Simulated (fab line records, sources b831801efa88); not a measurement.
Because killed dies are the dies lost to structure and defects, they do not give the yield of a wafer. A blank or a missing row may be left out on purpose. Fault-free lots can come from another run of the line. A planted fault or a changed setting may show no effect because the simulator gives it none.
Matching of chambers	flow sky130	SKY_SPACER_ETCHBACK_02 on rie diel-03: 4 sister chambers
The step etches Si3N4 in CH3F/O2, stops on SiO2, time 46.7 s, target depth 45 nm. 4 wafers are shown with their chamber, then 7 later ones without.

== WAFERS, EACH WITH ITS CHAMBER ==
wafer	chamber	drypump motor current A (A)
L346.6	0	6.6
L348.5	2	5.1
L349.2	1	5.5
L349.4	3	5.5

== WAFERS WITHOUT THEIR CHAMBER ==
wafer	drypump motor current A (A)
L349.6	5.5
L357.2	5.5
L357.4	5.1
L357.5	5.5
L360.2	5.6
L360.3	5.5
L360.4	6.6

== CHAMBER TAKEN BY EACH ==
wafer	from the rows above	in truth
L349.6	can't be placed: 1 or 3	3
L357.2	can't be placed: 1 or 3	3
L357.4	2	2
L357.5	can't be placed: 1 or 3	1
L360.2	can't be placed: 1 or 3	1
L360.3	can't be placed: 1 or 3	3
L360.4	0	0
2 of 7 placed correctly. These rows do not allow placing 5 (true chamber among the candidates in 5). Wrongly placed: 0.
How it was worked out, from the rows above alone: a wafer's distance from a chamber is the root of the sum, over the readings, of the square of ((its reading less the chamber's mean) divided by the reading's scatter). If the next closest chamber is less than 2 further off than the closest, the wafer can't be placed; otherwise it belongs to the closest. For every chamber, the mean is computed from those of its wafers that are shown. The scatter: with one shown wafer a chamber, the root of the mean of the squares of how far each hidden wafer lies from its nearest shown one.
